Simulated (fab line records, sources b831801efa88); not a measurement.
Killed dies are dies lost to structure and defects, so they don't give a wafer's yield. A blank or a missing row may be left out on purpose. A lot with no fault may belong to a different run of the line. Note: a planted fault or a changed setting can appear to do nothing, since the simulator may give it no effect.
fab line records -- flow gf180mcu
record: lots: 6, wafers: 18, last_day: 34
route steps=602 shown MVSD@70 MVPSD@78
lots with no fault: from the same line, run without faults
start_h: hours from the record's opening day to when the first of the lot's shown wafers began -- wait_h: hours elapsed since this lot's preceding step -- " identical to the entry in the row above -- L1.1+2: several wafers, shown together as one row -- - either no value or no given start -- * or withheld: withheld -- < > ~ a bound
route shown NAME@n: NAME is a module with steps in the file, n the number in the route of the first one -- usual: mean/standard deviation of fault-free wafers -- same: alike in all rows -- chamber/n: place in a boat -- sites: readings site by site -- _std_site: the standard deviation of these -- _edge_site: mean of outer sites minus mean of inner sites -- radius_mm: for every site, how far away it sits from the centre of the wafer -- mask NAME#n: copy n -- behind: tool/chamber where the wafer was last shaped -- hold: cause of the lot's hold/its duration in hours/its outcome -- device: the transistor (n, p or np) that didn't switch -- end of line: tests run on the same wafers once the route is complete -- step lacking rows: just its recipe -- killed: count of dies lost to structure and defects at first sort (not the wafer's yield) -- map: per-die view of a wafer (x killed, . not killed, _ where there is no die)
set.NAME: the run value of the setting; set.NAME@STEP: its run value at that earlier step -- model.NAME: the simulator's own value behind a step, which no gauge read
lots at selected steps of the route; one table per step, one row per wafer
services: a tool's chamber out of use, with start hour (start_h, from the record's first day; less than 0 if before it), hours out, and reason
== steps ==
step: GF_MVSD_EXPOSE_04
recipe: mask_id: MVSD, target_cd_nm: 1000, na: 0.6, source_shape: conventional, sigma_outer: 0.6, dose_mj: 260
step: GF_MVSD_PEB_05
recipe: temp_c: 115, time_s: withheld
step: GF_MVSD_DEVELOP_06
recipe: wall_angle_deg: 90, develop_time_s: 60, dev_temp_c: 23
step: GF_MVSD_OVL_MEAS_07
usual: MVSD_OVL: 0.2/1.3
lot.wafer,tool,chamber,start_h,wait_h,MVSD_OVL[nm]
L267.3,overlay-01,-,116.10,-,-2.2
L267.4,overlay-01,-,116.10,-,0.3
L267.6,overlay-01,-,116.10,-,-1.3
L268.2,overlay-02,-,122.80,-,1.4
L268.4,overlay-02,-,122.80,-,0.9
L268.6,overlay-02,-,122.80,-,-0.2
L277.1,overlay-01,-,176.10,-,1.1
L277.3,overlay-01,-,176.10,-,0.9
L277.4,overlay-01,-,176.10,-,1.5
L278.3,overlay-01,-,179.86,-,2.1
L278.5,overlay-01,-,179.86,-,0.9
L278.6,overlay-01,-,179.86,-,2.3
L282.3,overlay-01,-,204.86,-,-1.8
L282.5,overlay-01,-,204.86,-,-0.5
L282.6,overlay-01,-,204.86,-,-0.6
L283.4,overlay-01,-,210.91,-,1.2
L283.5,overlay-01,-,210.91,-,-0.1
L283.6,overlay-01,-,210.91,-,1.6
step: GF_MVSD_IMPLANT_08
recipe: species: P, energy_kev: 400, dose_cm2: 1.6e+13, tilt_deg: 0
step: GF_MVSD_IMPLANT_09
recipe: species: P, energy_kev: 100, dose_cm2: 5e+12, tilt_deg: 0
step: GF_MVSD_STRIP_10
recipe: chemistry: O2/N2, power_w: 1400, pressure_mtorr: 1500, platen_temp_c: 250, o2_flow_sccm: 3000, n2_flow_sccm: 300, overash_fraction: 0.5
usual: drypump_motor_current_A: 6.0/0.3, heater_power_w: 350/32, oes_product_au: 0.722/0.0051, strip_time_to_endpoint_s: 36.96/0.097
lot.wafer,tool,chamber,start_h,wait_h,drypump_motor_current_A,heater_power_w,oes_product_au,rf_hours_counter_h,strip_time_to_endpoint_s
L267.3,plasma_asher-04,1,116.46,0.1,5.9,325,0.717,-,36.75
L267.4,plasma_asher-04,0,116.46,0.1,6.2,300,0.730,-,36.78
L267.6,plasma_asher-04,1,116.46,0.1,5.9,328,0.719,-,36.84
L268.2,plasma_asher-04,1,123.13,0.1,5.9,335,0.717,34,36.90
L268.4,plasma_asher-04,0,123.13,0.1,6.2,295,0.724,-,36.96
L268.6,plasma_asher-04,1,123.13,0.1,5.9,328,0.725,-,36.90
L277.1,plasma_asher-01,0,176.43,0.1,6.1,351,0.729,7,36.95
L277.3,plasma_asher-01,0,176.43,0.1,6.1,339,0.726,-,36.94
L277.4,plasma_asher-01,1,176.43,0.1,6.5,410,0.729,-,36.80
L278.3,plasma_asher-02,0,180.22,0.1,5.7,341,0.718,-,37.01
L278.5,plasma_asher-02,0,180.22,0.1,5.7,342,0.725,-,37.04
L278.6,plasma_asher-02,1,180.22,0.1,5.8,337,0.720,-,37.09
L282.3,plasma_asher-04,0,205.21,0.1,6.2,299,0.718,-,36.74
L282.5,plasma_asher-04,0,205.21,0.1,6.2,298,0.730,-,36.93
L282.6,plasma_asher-04,1,205.21,0.1,5.9,330,0.715,-,36.93
L283.4,plasma_asher-01,0,211.26,0.1,6.1,341,0.717,-,37.01
L283.5,plasma_asher-01,0,211.26,0.1,6.1,335,0.721,-,37.16
L283.6,plasma_asher-01,1,211.26,0.1,6.5,412,0.725,-,37.05
step: GF_MVSD_TW_MEAS_11
usual: MVSD_TW: 1564/8.1
lot.wafer,tool,chamber,start_h,wait_h,MVSD_TW
L267.3,film_metro-04,-,116.55,0.1,1547
L267.4,film_metro-04,-,116.55,0.1,1559
L267.6,film_metro-04,-,116.55,0.1,1544
L268.2,film_metro-04,-,123.26,0.1,1556
L268.4,film_metro-04,-,123.26,0.1,1552
L268.6,film_metro-04,-,123.26,0.1,1551
L277.1,film_metro-01,-,176.53,0.1,1566
L277.3,film_metro-01,-,176.53,0.1,1571
L277.4,film_metro-01,-,176.53,0.1,1566
L278.3,film_metro-04,-,180.30,0.1,1548
L278.5,film_metro-04,-,180.30,0.1,1564
L278.6,film_metro-04,-,180.30,0.1,1546
L282.3,film_metro-01,-,205.30,0.1,1559
L282.5,film_metro-01,-,205.30,0.1,1562
L282.6,film_metro-01,-,205.30,0.1,1567
L283.4,film_metro-04,-,211.36,0.1,1562
L283.5,film_metro-04,-,211.36,0.1,1565
L283.6,film_metro-04,-,211.36,0.1,1563
step: GF_MVPSD_DEHYDRATE_00
recipe: temp_c: 200, time_s: 60
step: GF_MVPSD_HMDS_01
recipe: prime_time_s: 60, prime_temp_c: 120
step: GF_MVPSD_COAT_02
recipe: spin_rpm: 2000, resist_thk_nm: 3000
step: GF_MVPSD_SOFTBAKE_03
recipe: temp_c: 110, time_s: withheld
step: GF_MVPSD_EXPOSE_04
recipe: mask_id: MVPSD, target_cd_nm: 1000, na: 0.6, source_shape: conventional, sigma_outer: 0.6, dose_mj: 260
usual: exposure_dose_mJ_cm2: 259.96/0.25, focus_offset_nm: 0.1/0.52
lot.wafer,tool,chamber,start_h,wait_h,mask,exposure_dose_mJ_cm2,focus_offset_nm
L267.3,iline_stepper-02,-,124.16,-,MVPSD#0,-,-
L267.4,iline_stepper-02,-,124.16,-,MVPSD#0,-,-
L267.6,iline_stepper-02,-,124.16,-,MVPSD#0,-,-
L268.2,iline_stepper-01,-,130.54,-,MVPSD#0,-,-
L268.4,iline_stepper-01,-,130.54,-,MVPSD#0,-,-
L268.6,iline_stepper-01,-,130.54,-,MVPSD#0,-,-
L277.1,iline_stepper-02,0,185.30,-,MVPSD#0,259.76,0.7
L277.3,iline_stepper-02,0,185.30,-,MVPSD#0,260.01,-1.0
L277.4,iline_stepper-02,0,185.30,-,MVPSD#0,259.92,-0.7
L278.3,iline_stepper-02,0,189.03,-,MVPSD#0,260.04,0.4
L278.5,iline_stepper-02,0,189.03,-,MVPSD#0,260.17,0.8
L278.6,iline_stepper-02,0,189.03,-,MVPSD#0,260.05,-0.1
L282.3,iline_stepper-02,0,214.03,-,MVPSD#0,260.63,0.6
L282.5,iline_stepper-02,0,214.03,-,MVPSD#0,259.86,0.6
L282.6,iline_stepper-02,0,214.03,-,MVPSD#0,259.93,0.2
L283.4,iline_stepper-02,0,220.30,-,MVPSD#0,260.03,0.0
L283.5,iline_stepper-02,0,220.30,-,MVPSD#0,259.67,-0.4
L283.6,iline_stepper-02,0,220.30,-,MVPSD#0,260.28,-0.1
step: GF_MVPSD_PEB_05
recipe: temp_c: 115, time_s: withheld
== services ==
tool,chamber,start_h,hours,kind
plasma_asher-01,-,108.75,9.0,pm
plasma_asher-01,0,108.75,9.3,vent_cycle
plasma_asher-01,1,108.75,9.3,vent_cycle
plasma_asher-01,-,113.90,4.1,repair
plasma_asher-02,-,114.91,2.2,repair
plasma_asher-01,0,117.75,-,clean
plasma_asher-01,1,117.75,-,clean
plasma_asher-01,-,126.86,0.5,repair
plasma_asher-04,-,139.65,28.1,pm
plasma_asher-02,-,170.73,2.7,repair
plasma_asher-04,-,173.41,0.6,repair
plasma_asher-04,-,180.12,3.7,repair
iline_stepper-01,-,183.13,1.7,repair
iline_stepper-01,-,196.73,0.6,repair
plasma_asher-02,-,212.18,0.7,repair
== key ==
first_sign: step: GF_MVPSD_EXPOSE_04, reading: tool_record, direction: missing
effect none on later readings
met_at GF_MVPSD_EXPOSE_04
struck_wafers L267.3,L267.4,L267.6,L268.2,L268.4,L268.6
sort_left_out L267.3,L267.4,L267.6,L268.2,L268.4,L268.6
tester_left_out L267,L268
fault: kind: skipped_step_whole, tool: iline_stepper-01,iline_stepper-02, chamber: -, onset_h: 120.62, steps: GF_MVPSD_EXPOSE_04, scope: struck_lots_only
tester_left_out: of these lots the tester's yield and bins aren't shown, on N5 and GAA mostly nor the transistor test; their killed dies are dies lost to structure and defects alone, not to doping, threshold or leakage, so they don't give the yield
sort_left_out: the simulated sort isn't trusted on such a fault, so these wafers' sort isn't shown, and their yield isn't known
